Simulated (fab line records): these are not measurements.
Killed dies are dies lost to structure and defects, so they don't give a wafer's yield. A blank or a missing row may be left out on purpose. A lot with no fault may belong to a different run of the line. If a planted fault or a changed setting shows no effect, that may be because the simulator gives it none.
Problem report, 8D (eight disciplines) form, completed by code :: flow sky130 :: the parts of the form that need people (team, actions taken, sign-off) are left out

1. WHAT IS WRONG
bias-w at SKY_FIELD_ISO_ETCH_17 reads a mean of 217.6 W on 1 wafer of 1 lot; wafers without a fault read 150.0 W with a standard deviation of 0.45. So: +99 or more standard deviations from the usual mean.
The step: etches Si in HBr/Cl2/O2, target depth 342 nm, time 97.7 s.
First seen on wafer L384.2, day 5 01:28, on rie-si-01. The record holds 15 wafers of 5 lots with a number at this step. Rule for "out" (also "out of limits"): further than 4 standard deviations from the usual mean. Any other wafer with a number is counted as sound.

2. WHAT IT IS, AND WHAT IT ISN'T
question: which readings at this step
is: bias-w, oes-product-au, throttle-valve-pct
is not: drypump-motor-current-A

question: which lots
is: L384
is not: L375, L388, L389, L394

question: which wafers of those lots
is: L384.2
is not: L384.1, L384.5

question: read on which tools
is: rie-si-01
is not: rie-si-02

question: when
is: from day 5 01:28
is not: up to then (5 sound wafers); but 9 sound wafers of L388, L389, L394 came after

3. SUSPECTS, AND WHAT RULES EACH OUT
Counting: a tool at a process step up to the reading stays a suspect if it ran every lot that is out. Sound lots after the first of them don't rule it out here, since some wafers of a struck lot are sound.
- rie-diel-03 at SKY_FIELD_ISO_ETCH_14 (etches BARC in N2/H2, stops on SiO2, time 45.9 s, target depth 60 nm): kept. It ran the lot that is out, L384 (day 5 01:16).
- rie-diel-03 at SKY_FIELD_ISO_ETCH_15 (etches the open film in CHF3/O2, stops on Si, target depth 180 nm, time 72 s): kept. It ran the lot that is out, L384 (day 5 01:18).
- plasma-asher-01 at SKY_FIELD_ISO_STRIP_16 (strips in O2/N2): kept. It ran the lot that is out, L384 (day 5 01:22).
- rie-si-01 at SKY_FIELD_ISO_ETCH_17 (etches Si in HBr/Cl2/O2, target depth 342 nm, time 97.7 s): kept. The lot that is out, L384, ran on it at day 5 01:28; the last sound lot it ran before that was L375, at day 3 03:25. Its own bias-w, oes-product-au, throttle-valve-pct readings are out on those wafers.
- The sound lot-mates ran in chamber 2 of rie-diel-03 at SKY_FIELD_ISO_ETCH_14, but the wafers that are out ran in chamber 1.
- The sound lot-mates ran in chamber 2 of rie-diel-03 at SKY_FIELD_ISO_ETCH_15, but the wafers that are out ran in chamber 1.
- The sound lot-mates ran in chamber 1 of plasma-asher-01 at SKY_FIELD_ISO_STRIP_16, but the wafers that are out ran in chamber 0.
- At SKY_FIELD_ISO_ETCH_17, inside rie-si-01: chamber 3 took the wafers that are out, while their sound lot-mates went through chambers 1, 2.
Left after counting: rie-diel-03 at SKY_FIELD_ISO_ETCH_14, rie-diel-03 at SKY_FIELD_ISO_ETCH_15, plasma-asher-01 at SKY_FIELD_ISO_STRIP_16, rie-si-01 at SKY_FIELD_ISO_ETCH_17.

4. THE CAUSE (what the simulator had put in)
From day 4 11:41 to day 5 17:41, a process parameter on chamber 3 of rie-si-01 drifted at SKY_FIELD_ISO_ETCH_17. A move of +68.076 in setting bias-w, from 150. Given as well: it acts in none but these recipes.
After counting, 4 suspects remain, this tool included.

5. SEQUENCE OF EFFECTS, ordered by route
One row per reading whose mean, taken over the struck wafers that have a number, lies over 3 standard deviations from the usual. Only readings whose record carries a usual standard deviation are examined. hours: median over the lots of the time between each lot's start at the first step of this table that gives one and its start at this step. sigmas: the change, counted in usual standard deviations.
hours: 0
step: SKY_FIELD_ISO_ETCH_17
reading: bias-w
usual: 150.0 W
on struck wafers: 217.6
change: +67.6
sigmas: +99 or more

hours: 0
step: SKY_FIELD_ISO_ETCH_17
reading: oes-product-au
usual: 0.998 a.u.
on struck wafers: 1.034
change: +0.036
sigmas: +4.0

hours: 0
step: SKY_FIELD_ISO_ETCH_17
reading: throttle-valve-pct
usual: 25.658 %
on struck wafers: 25.612
change: -0.046
sigmas: -4.7
Its process steps:
- SKY_FIELD_ISO_ETCH_17: etches Si in HBr/Cl2/O2, target depth 342 nm, time 97.7 s.
At these later measuring or inspecting steps, every struck wafer for which the step has a row has a number for every such reading, and none has moved that far: SKY_FIELD_ISO_THK_MEAS_23, SKY_FIELD_ISO_THK_MEAS_25.

6. HOW IT WOULD HAVE BEEN CAUGHT EARLIER
In this record the first reading out of limits was taken at day 5 01:28, 14 hours after the fault began at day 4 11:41.
